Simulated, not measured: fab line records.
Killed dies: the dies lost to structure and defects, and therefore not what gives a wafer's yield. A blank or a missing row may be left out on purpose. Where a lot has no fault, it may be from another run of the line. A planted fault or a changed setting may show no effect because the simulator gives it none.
A struck lot beside a sound one / flow sky130 / 35 out of 708 route steps
Sound: the wafers L166.4, L166.5, L166.6. Struck: wafers L174.2, L174.6. (L174.3 of the same lot was not struck and is left out.) The cause comes at the end.
For every step that has rows: the tool of each side, followed by ch and its chambers, followed by its first start. Under that, the readings that differ: sound wafers / struck wafers / difference of the means / sigmas: that difference in standard deviations of wafers without a fault.
alike: words and numbers the same on both sides, and readings whose means are apart by under 2 such deviations; not compared: readings that were withheld, readings missing a value for some wafer, numbers with overlapping values and no deviation given by the record, and bounds like >300 which may hide the same value.
Wherever a step has rows on one side only, a row that says differs or no value, or a row with sigmas, the two part there. When numbers do not overlap yet have no deviation, they are printed without sigmas and do not part them. A reading that every wafer of one side lacks parts them only if that side has two wafers or more.

first, 10 steps without rows for these wafers: SKY_VIA1_DEHYDRATE_04 (time 60 s); SKY_VIA1_HMDS_05 (prime time 60 s); SKY_VIA1_COAT_06 (resist thk 60 nm); SKY_VIA1_COAT_07 (resist thk 450 nm); SKY_VIA1_SOFTBAKE_08 (time 90 s); SKY_VIA1_EXPOSE_09 (exposes mask VIM, target cd 150 nm); SKY_VIA1_PEB_10; SKY_VIA1_DEVELOP_11 (develop time 60 s); SKY_VIA1_ETCH_14 (etches BARC in N2/H2, stops on SiO2, time 45.9 s, target depth 60 nm); SKY_VIA1_ETCH_15 (etches SiO2 in C4F8/O2/Ar, stops on TiN, target depth 351 nm, time 54 s).
SKY_VIA1_STRIP_16: strips in O2/N2.
  sound on plasma-asher-04 ch 0,1, day 38 05:22; struck on plasma-asher-01 ch 0, day 40 12:50
reading=drypump-motor-current-A (A); sound=5.4 5.5 4.9; struck=6.1 6.1; difference=+0.8; sigmas=+2
  alike: n2-flow-sccm, oes-product-au, strip-time-to-endpoint-s
  not compared: rf-hours-counter-h
then, 23 steps without rows for these wafers: SKY_VIA1_STRIP_17 (strips in post etch residue remover, time 1200 s); SKY_VIA1_CLEAN_18 (cleans in IPA, time 180 s); SKY_VIA1_CLEAN_19 (cleans in O3/DIW); SKY_VIA1_SPUTTER_20 (material TiN, target thk 20 nm, time 80 s); SKY_VIA1_CVD_21 (deposits W, target thk 270 nm, time 80.902 s); SKY_VIA1_CMP_24 (polishes, stops on SiO2, t overpolish 15 s, target thk 0 nm); SKY_METAL2_SPUTTER_00 (material Ti, target thk 15 nm, time 10 s); SKY_METAL2_SPUTTER_01 (material TiN, target thk 20 nm, time 16.7 s); SKY_METAL2_SPUTTER_02 (material AlCu, target thk 250 nm, time 13.3 s); SKY_METAL2_SPUTTER_03 (material Ti, target thk 5 nm, time 3.3 s); SKY_METAL2_SPUTTER_04 (material TiN, target thk 70 nm, time 58.3 s); SKY_METAL2_DEHYDRATE_07 (time 60 s); SKY_METAL2_HMDS_08 (prime time 60 s); SKY_METAL2_COAT_09 (resist thk 60 nm); SKY_METAL2_COAT_10 (resist thk 450 nm); SKY_METAL2_SOFTBAKE_11 (time 90 s); SKY_METAL2_EXPOSE_12 (exposes mask MM2, target cd 140 nm); SKY_METAL2_PEB_13; SKY_METAL2_DEVELOP_14 (develop time 60 s); SKY_METAL2_DESCUM_17 (chemistry O2, time 8 s); SKY_METAL2_ETCH_18 (etches BARC in N2/H2, stops on SiO2, time 45.9 s, target depth 60 nm); SKY_METAL2_METAL_ETCH_19 (etches the open film in Cl2/BCl3, stops on SiO2, target depth 360 nm, time 78 s); SKY_METAL2_STRIP_20 (strips in O2/N2).
-- the record jumps here: 10 days lie between the struck wafers' starts before and after (it left off in module METAL2 and takes up again in module PAD_OPEN, whose first step shown is number 708 of the route) --
SKY_PAD_OPEN_PROBE_99:
  sound on prober-01 at day 49 01:53; struck on prober-01 at day 50 15:24
reading=defect-limited-yield (%); sound=82.9 77.8 81.7; struck=66.5 69.9; difference=-12.6; sigmas=-6
reading=killed_at_M0_to_M3; sound=46 59 53; struck=116 107; difference=+59; sigmas=+8
reading=killed-dies; sound=84 109 90; struck=165 148; difference=+62; sigmas=+6
reading=killed-short; sound=44 49 36; struck=34 25; difference=-14; sigmas=-2
reading=sort_bin_3_pad_short (%); sound=1.2 0.8 1.0; struck=4.7 4.1; difference=+3.4; sigmas=+8
reading=sort_bin_5_function (%); sound=8.1 14.6 11.0; struck=20.1 18.9; difference=+8.3; sigmas=+5
reading=sort-n-pass; sound=408 383 402; struck=327 344; difference=-62; sigmas=-6
reading=sort-yield-pct (%); sound=82.9 77.8 81.7; struck=66.5 69.9; difference=-12.6; sigmas=-6
reading=model.etest.tester.sort-n-pass; sound=408 383 402; struck=327 344; difference=-62; sigmas=
reading=model.etest.tester.sort-yield-pct (%); sound=82.93 77.85 81.71; struck=66.46 69.92; difference=-12.64; sigmas=
reading=model.etest.tester.sort_bin_5_pct (%); sound=8.13 14.63 10.98; struck=20.12 18.9; difference=+8.26; sigmas=
reading=model.etest.tester.sort_bin_3_pct (%); sound=1.22 0.813 1.016; struck=4.675 4.065; difference=+3.354; sigmas=
  alike: killed_at_M4_up, killed-at-contacts, killed-at-front-end, killed-at-other, killed-open, sort_bin_6_memory

WHERE THEY PART
At SKY_VIA1_STRIP_16 first; at SKY_PAD_OPEN_PROBE_99 last (within this record only).

WHY: the cause the simulator had injected
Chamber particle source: plasma-asher-01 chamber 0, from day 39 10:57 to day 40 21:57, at SKY_VIA1_STRIP_16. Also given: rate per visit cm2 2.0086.
